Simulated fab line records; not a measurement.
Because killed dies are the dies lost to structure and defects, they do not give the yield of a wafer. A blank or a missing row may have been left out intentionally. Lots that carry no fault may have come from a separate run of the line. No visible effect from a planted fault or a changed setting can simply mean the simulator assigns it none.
Chamber matching ; flow sky130 ; pecvd-03 running SKY_CAPM_CVD_00: 3 sister chambers
The step deposits SiO2, target thk 15.5 nm. 14 wafers are shown with their chamber, then 7 later ones without.

WAFERS PAIRED WITH THEIR CHAMBERS
wafer;chamber;heaterPowerW (W)
L856.2;2;717
L856.3;0;668
L856.6;2;703
L859.4;0;663
L859.5;2;715
L859.6;1;638
L862.1;2;634
L862.4;2;632
L862.5;0;635
L868.1;0;609
L868.3;1;592
L868.6;0;628
L870.2;0;721
L870.3;1;622

SIGNATURES (averages over the wafers above)
reading;chamber 0;chamber 1;chamber 2;scatter within a chamber
heaterPowerW;654.00;617.33;680.20;38.7
Rule: a wafer lies at a distance from a chamber equal to the root of the sum of squares, over the readings, of (its reading less the chamber's mean, divided by the reading's scatter). If the next closest chamber is less than 2 further off than the closest, the wafer can't be placed; otherwise it belongs to the closest. The scatter: the root of (the sum of the squares of (reading less its chamber's mean) over the shown wafers, divided by (wafers less chambers)).

WAFERS WHOSE CHAMBER IS MISSING
wafer;heaterPowerW (W)
L870.6;692
L873.2;609
L873.3;730
L873.5;720
L879.1;673
L879.4;667
L879.5;723

CHAMBER TAKEN BY EACH
wafer;from the rows above;in truth
L870.6;can't be placed: 2 or 0 or 1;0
L873.2;can't be placed: 1 or 0 or 2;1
L873.3;can't be placed: 2 or 0 or 1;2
L873.5;can't be placed: 2 or 0 or 1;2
L879.1;can't be placed: 2 or 0 or 1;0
L879.4;can't be placed: 0 or 2 or 1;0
L879.5;can't be placed: 2 or 0 or 1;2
Placed correctly: 0 of 7. Unplaceable from these rows: 7, with the true chamber sitting among the candidates in 7. Placed wrongly: 0.
